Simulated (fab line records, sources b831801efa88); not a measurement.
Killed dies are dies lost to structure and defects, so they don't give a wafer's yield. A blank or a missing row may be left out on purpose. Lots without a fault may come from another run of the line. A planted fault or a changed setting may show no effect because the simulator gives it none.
One fault seen from 2 desks | flow gf180mcu | each desk has only its own numbers; what lay behind them comes last

THE TOOL OWNER'S DESK: plasma_asher-02
The tool's own readings at GF_MVSD_STRIP_10 (strips in O2/N2): means of the sampled wafers that have a number, for each lot that ran on this tool. A lot is out of limits, marked OUT, if its mean lies more than 4 standard deviations from the usual mean; the brackets give that distance.
Columns: A = drypump_motor_current_A at GF_MVSD_STRIP_10, usual 5.5 A; B = heater_power_w at GF_MVSD_STRIP_10, usual 333 W; C = oes_product_au at GF_MVSD_STRIP_10, usual 0.723 a.u.; D = platen_temp_c at GF_MVSD_STRIP_10, usual 249.97 C; E = strip_time_to_endpoint_s at GF_MVSD_STRIP_10, usual 36.95 s
lot  | first seen here | A   | B   | C     | D      | E
L460 | day 4 12:51     | 5.6 | 336 | 0.721 | 249.69 | 37.07
L462 | day 4 21:38     | 5.6 | 339 | 0.723 | 250.04 | 37.06
L468 | day 6 07:59     | 5.6 | 339 | 0.723 | 250.04 | 36.99
L469 | day 6 15:02     | 5.6 | 340 | 0.723 | 249.97 | 37.04
L479 | day 9 00:38     | 5.2 | 337 | 0.725 | 250.03 | 37.06
L482 | day 9 19:08     | 5.2 | 331 | 0.720 | 249.91 | 36.85
This desk's finding: nothing out of limits on any of the 6 lots.

THE METROLOGY DESK
What the gauges read, lot by lot, whatever tool the lot ran on: means of the sampled wafers that have a number. A lot is out of limits, marked OUT, if its mean lies more than 4 standard deviations from the usual mean; the brackets give that distance.
Columns: A = MIM_ALCU_RS at GF_MIM_RS_MEAS_10, usual 0.1598 ohm/sq
lot  | first seen here | A
L460 | day 24 14:01    | 0.1590
L461 | day 24 22:49    | 0.1586
L462 | day 25 02:36    | 0.1602
L468 | day 27 01:25    | 0.1593
L469 | day 27 08:18    | 0.1594
L472 | day 28 11:16    | 0.1586
L473 | day 28 17:55    | 0.1611
L474 | day 28 21:13    | 0.1619
L477 | day 29 19:19    | 0.1586
L479 | day 30 08:24    | 0.1599
L480 | day 30 15:58    | 0.1603
L481 | day 31 03:37    | 0.1600
L482 | day 31 04:50    | 0.1600
This desk's finding: nothing out of limits on any of the 13 lots.

PUT TOGETHER
The tool owner's desk saw nothing out of limits.
The metrology desk saw nothing out of limits.

WHAT THE SIMULATOR HAD PUT IN
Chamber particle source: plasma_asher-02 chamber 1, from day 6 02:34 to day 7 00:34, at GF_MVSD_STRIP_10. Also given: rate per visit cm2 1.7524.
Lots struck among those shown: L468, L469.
